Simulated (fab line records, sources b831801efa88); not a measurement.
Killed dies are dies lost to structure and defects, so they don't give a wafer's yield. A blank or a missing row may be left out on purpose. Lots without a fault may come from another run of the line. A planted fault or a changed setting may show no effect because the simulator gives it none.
fab line records | flow gf180mcu
record lots=13 wafers=39 last_day=34
route steps=602 shown POLY_GATE@169 HV_LDD@197 SALICIDE@282 M1@320
lots that met no fault: from a run of the same line without faults
start_h: hours from the record's first day to the start of the lot's first wafer shown | wait_h: hours since the lot's step before | " the same as in the row above | L1.1+2: a row that stands for several wafers | - no value, or no start given | * or withheld: withheld | < > ~ a bound
route shown NAME@n: a module of which the file shows steps, and the number in the route of the first | usual: mean/standard deviation of fault-free wafers | same: alike in all rows | chamber/n: place in a boat | sites: the reading at each site | _std_site: their standard deviation | _edge_site: outer sites' mean less inner sites' | radius_mm: how far each site lies from the wafer's centre | mask NAME#n: copy n | behind: the tool/chamber that last shaped the wafer | hold: why the lot was held/for how many hours/how that ended | device: the transistor (n, p or np) that didn't switch | end of line: the same wafers' tests at the end of the route | a step without rows: its recipe alone | killed: dies lost to structure and defects at the first sort, not the wafer's yield | map: a wafer's dies, x killed, . not, _ none there
set.NAME: the setting as run; set.NAME@STEP: as run at that earlier step | model.NAME: the simulator's own value behind a step, which no gauge read
steps of the route over a sample of lots; a table a step, a row a wafer
services: from which hour (start_h, from the record's first day; less than 0 if before it) a tool's chamber was out of use, for how many hours, and why
## steps
# step GF_POLY_GATE_ETCH_12
# recipe chemistry=N2/H2 target_depth_a=withheld overetch_a=withheld time_s=withheld target=BARC ion_energy_ev=200 source_w=500 bias_w=100 pressure_mtorr=30 n2_flow_sccm=100 h2_flow_sccm=200
# usual drypump_motor_current_A=5.4/0.45 oes_product_au=0.736/0.0047 throttle_valve_pct=13.214/0.009
# columns lot.wafer tool chamber start_h wait_h drypump_motor_current_A oes_product_au throttle_valve_pct
L773.2 rie_diel-03 2 198.11 0.0 5.7 0.740 13.222
L773.4 " 0 " " 5.3 0.731 13.203
L773.5 " 0 " " 5.3 0.741 13.197
L774.2 rie_diel-04 0 205.26 0.0 4.8 0.744 13.215
L774.4 " 0 " " 4.8 0.732 13.206
L774.5 " 1 " " 5.7 0.738 13.198
L776.1 rie_diel-03 2 219.11 0.0 5.8 0.735 13.210
L776.3 " 0 " " 5.3 0.737 13.221
L776.4 " 1 " " 5.3 0.740 13.220
L777.3 rie_diel-04 2 225.56 0.0 4.8 0.736 13.211
L777.4 " 1 " " 5.7 0.744 13.224
L777.5 " 0 " " 4.8 0.729 13.210
L781.1 rie_diel-04 2 254.46 0.0 4.8 0.733 13.209
L781.2 " 0 " " 4.8 0.736 13.218
L781.3 " 3 " " 5.8 0.738 13.222
L784.1 rie_diel-02 0 272.31 0.0 5.9 0.729 13.207
L784.2 " 2 " " 5.3 0.742 13.213
L784.3 " 1 " " 6.4 0.733 13.211
L785.4 rie_diel-03 3 281.31 0.0 4.9 0.737 13.214
L785.5 " 3 " " 4.9 0.736 13.205
L785.6 " 2 " " 5.8 0.729 13.206
L788.1 rie_diel-03 3 302.06 0.0 4.9 0.739 13.207
L788.2 " 1 " " 5.3 0.741 13.215
L788.4 " 0 " " 5.3 0.742 13.188
L789.1 rie_diel-04 3 311.91 0.0 5.8 0.728 13.213
L789.2 " 1 " " 5.7 0.730 13.228
L789.6 " 2 " " 4.8 0.734 13.223
L791.2 rie_diel-03 3 324.11 0.0 4.9 0.734 13.222
L791.3 " 2 " " 5.8 0.736 13.202
L791.4 " 1 " " 5.3 0.736 13.206
L794.1 rie_diel-03 2 346.06 0.0 5.8 0.734 13.198
L794.2 " 1 " " 5.2 0.744 13.212
L794.3 " 3 " " 4.9 0.730 13.221
L795.2 rie_diel-04 2 353.41 0.0 4.9 0.740 13.222
L795.3 " 3 " " 5.8 0.738 13.212
L795.6 " 2 " " 4.9 0.735 13.228
L796.3 rie_diel-02 1 360.46 0.0 6.4 0.736 13.227
L796.4 " 0 " " 6.0 0.733 13.233
L796.5 " 3 " " 5.9 0.733 13.204
# step GF_HV_LDD_IMPLANT_21
# recipe species=BF2 energy_kev=25 dose_cm2=5e+13 tilt_deg=7
# usual beam_energy_keV=24.998/0.0084 dose_ions_cm2=4.998e+13/6.5e+10 tilt_deg=6.999/0.022
# columns lot.wafer tool chamber start_h wait_h beam_energy_keV dose_ions_cm2 tilt_deg
L773.2 implanter-02 0 236.89 0.0 24.994 4.997e+13 7.009
L773.4 " 0 " " 25.002 4.992e+13 7.000
L773.5 " 0 " " 25.009 4.998e+13 6.997
L774.2 implanter-01 0 243.99 0.0 25.004 4.991e+13 7.002
L774.4 " 0 " " 25.001 5.001e+13 7.000
L774.5 " 0 " " 25.012 4.989e+13 7.014
L776.1 implanter-04 0 257.66 0.0 24.990 4.985e+13 7.016
L776.3 " 0 " " 24.989 4.987e+13 6.975
L776.4 " 0 " " 24.992 4.998e+13 7.003
L777.3 implanter-01 0 266.27 0.1 24.999 5.002e+13 7.007
L777.4 " 0 " " 24.995 4.992e+13 6.976
L777.5 " 0 " " 24.991 5e+13 6.982
L781.1 implanter-02 0 295.11 0.0 25.009 5.008e+13 6.972
L781.2 " 0 " " 25.004 5.012e+13 6.976
L781.3 " 0 " " 25.009 5.004e+13 6.968
L784.1 implanter-04 0 315.26 0.0 25.807 4.996e+13 6.996
L784.2 " 0 " " 25.811 4.993e+13 7.011
L784.3 " 0 " " 25.804 5e+13 6.971
L785.4 implanter-04 0 323.19 0.1 25.801 4.998e+13 7.004
L785.5 " 0 " " 25.800 4.999e+13 6.985
L785.6 " 0 " " 25.798 4.995e+13 7.000
L788.1 implanter-02 0 346.61 0.0 25.000 4.995e+13 7.006
L788.2 " 0 " " 25.011 4.994e+13 7.005
L788.4 " 0 " " 25.016 5.003e+13 6.985
L789.1 implanter-02 0 357.96 0.0 25.000 4.994e+13 7.015
L789.2 " 0 " " 25.000 5.007e+13 7.026
L789.6 " 0 " " 25.002 5.001e+13 7.064
L791.2 implanter-02 0 370.06 0.2 24.995 4.99e+13 7.007
L791.3 " 0 " " 25.002 4.993e+13 7.008
L791.4 " 0 " " 24.984 4.994e+13 6.996
L794.1 implanter-02 0 394.26 0.0 25.004 4.992e+13 7.000
L794.2 " 0 " " 24.997 5.001e+13 6.985
L794.3 " 0 " " 25.004 4.995e+13 6.971
L795.2 implanter-04 0 401.48 0.0 25.000 5.003e+13 6.958
L795.3 " 0 " " 24.984 4.995e+13 7.011
L795.6 " 0 " " 25.003 5.003e+13 6.969
L796.3 implanter-01 0 407.71 0.1 24.993 4.998e+13 7.016
L796.4 " 0 " " 24.995 5.002e+13 7.016
L796.5 " 0 " " 24.996 5.009e+13 7.032
# step GF_SALICIDE_RS_MEAS_04
# recipe thk_meas_gauge=four-point-probe reads=TiN_of_SALICIDE_SPUTTER_03+Co_of_SALICIDE_SPUTTER_02
# usual SALICIDE_TIN_RS=16.3/0.34
# columns lot.wafer tool chamber start_h wait_h SALICIDE_TIN_RS[ohm/sq]
L773.2 film_metro-02 - 342.97 0.0 16.1
L773.4 " - " " 16.3
L773.5 " - " " 16.2
L774.2 film_metro-02 - 348.34 0.0 16.1
L774.4 " - " " 16.2
L774.5 " - " " 16.0
L776.1 film_metro-03 - 366.22 0.0 16.1
L776.3 " - " " 16.0
L776.4 " - " " 16.8
L777.3 film_metro-04 - 376.45 0.1 16.7
L777.4 " - " " 16.7
L777.5 " - " " 16.2
L781.1 film_metro-04 - 411.25 0.0 16.5
L781.2 " - " " 16.9
L781.3 " - " " 15.9
L784.1 film_metro-04 - 432.67 0.0 16.1
L784.2 " - " " 16.0
L784.3 " - " " 16.0
L785.4 film_metro-02 - 443.16 0.1 16.6
L785.5 " - " " 16.8
L785.6 " - " " 16.5
L788.1 film_metro-02 - 469.21 0.0 17.0
L788.2 " - " " 16.6
L788.4 " - " " 16.8
L789.1 film_metro-02 - 483.66 0.0 15.6
L789.2 " - " " 15.7
L789.6 " - " " 15.6
L791.2 film_metro-03 - 494.43 0.0 16.3
L791.3 " - " " 16.1
L791.4 " - " " 16.3
L794.1 film_metro-02 - 519.58 0.0 16.3
L794.2 " - " " 16.5
L794.3 " - " " 16.8
L795.2 film_metro-02 - 526.10 0.0 16.5
L795.3 " - " " 16.4
L795.6 " - " " 16.2
L796.3 film_metro-03 - 532.79 0.1 16.7
L796.4 " - " " 17.1
L796.5 " - " " 16.9
# step GF_M1_RS_MEAS_05
# recipe thk_meas_gauge=four-point-probe reads=TiN_of_M1_SPUTTER_04+Ti_of_M1_SPUTTER_03+AlCu_of_M1_SPUTTER_02+TiN_of_M1_SPUTTER_01+Ti_of_M1_SPUTTER_00
# usual M1_ALCU_RS=0.0693/0.0013
# columns lot.wafer tool chamber start_h wait_h M1_ALCU_RS[ohm/sq]
L773.2 film_metro-02 - 367.95 0.0 0.0684
L773.4 " - " " 0.0690
L773.5 " - " " 0.0688
L774.2 film_metro-04 - 373.38 0.0 0.0694
L774.4 " - " " 0.0697
L774.5 " - " " 0.0689
L776.1 film_metro-02 - 391.19 0.0 0.0689
L776.3 " - " " 0.0683
L776.4 " - " " 0.0676
L777.3 film_metro-04 - 402.06 0.1 0.0716
L777.4 " - " " 0.0705
L777.5 " - " " 0.0704
L781.1 film_metro-01 - 437.94 0.0 0.0694
L781.2 " - " " 0.0712
L781.3 " - " " 0.0700
L784.1 film_metro-01 - 459.33 0.0 0.0670
L784.2 " - " " 0.0677
L784.3 " - " " 0.0665
L785.4 film_metro-01 - 470.15 0.1 0.0703
L785.5 " - " " 0.0712
L785.6 " - " " 0.0696
L788.1 film_metro-01 - 495.69 0.0 0.0677
L788.2 " - " " 0.0696
L788.4 " - " " 0.0692
L789.1 film_metro-01 - 509.74 0.0 0.0699
L789.2 " - " " 0.0706
L789.6 " - " " 0.0706
L791.2 film_metro-02 - 520.74 0.0 0.0695
L791.3 " - " " 0.0705
L791.4 " - " " 0.0686
L794.1 film_metro-04 - 544.86 0.0 0.0677
L794.2 " - " " 0.0686
L794.3 " - " " 0.0691
L795.2 film_metro-04 - 554.47 0.0 0.0675
L795.3 " - " " 0.0690
L795.6 " - " " 0.0691
L796.3 film_metro-01 - 558.11 0.1 0.0676
L796.4 " - " " 0.0690
L796.5 " - " " 0.0681
## services
# columns tool chamber start_h hours kind
rie_diel-03 - 190.73 0.4 repair
implanter-04 - 194.52 1.8 repair
implanter-02 - 198.57 7.8 pm
rie_diel-03 3 201.72 4.8 repair
rie_diel-04 3 203.00 15.8 repair
rie_diel-02 - 218.41 0.3 repair
rie_diel-03 3 230.61 2.6 repair
rie_diel-03 3 233.17 - clean
rie_diel-03 3 233.17 23.5 scheduled_down
rie_diel-03 3 233.17 23.5 vent_cycle
rie_diel-02 3 235.34 19.1 repair
rie_diel-04 0 270.89 16.8 repair
rie_diel-04 - 272.13 14.6 pm
implanter-02 - 275.33 1.4 repair
rie_diel-02 - 282.99 0.5 repair
implanter-01 - 294.17 74.9 repair
implanter-01 - 340.60 3.6 repair
implanter-01 - 369.02 4.9 pm
rie_diel-02 3 370.35 7.9 repair
rie_diel-03 1 382.11 - clean
rie_diel-03 1 382.11 19.6 scheduled_down
rie_diel-03 1 382.11 19.6 vent_cycle
rie_diel-02 0 390.02 16.0 repair
implanter-02 - 403.00 5.8 pm
## key
first_sign step=GF_HV_LDD_IMPLANT_21 reading=beam_energy_keV direction=up sigmas=96 usual=24.998 struck=25.803
effect none on later readings
met_at GF_HV_LDD_IMPLANT_21
struck_lots L784,L785
tester_left_out L784,L785
not_acting_at GF_POLY_GATE_ETCH_12,GF_SALICIDE_RS_MEAS_04,GF_M1_RS_MEAS_05
onset_between 257.66 315.26
fault kind=process_parameter_drift tool=implanter-04 chamber=- onset_h=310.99 steps=GF_HV_LDD_IMPLANT_21 channel=energy_kev offset=0.80485 shape=step end_h=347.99 acts_in=these_recipes_only stated=25
# tester_left_out: of these lots the tester's yield and bins aren't shown, on N5 and GAA mostly nor the transistor test; their killed dies are dies lost to structure and defects alone, not to doping, threshold or leakage, so they don't give the yield
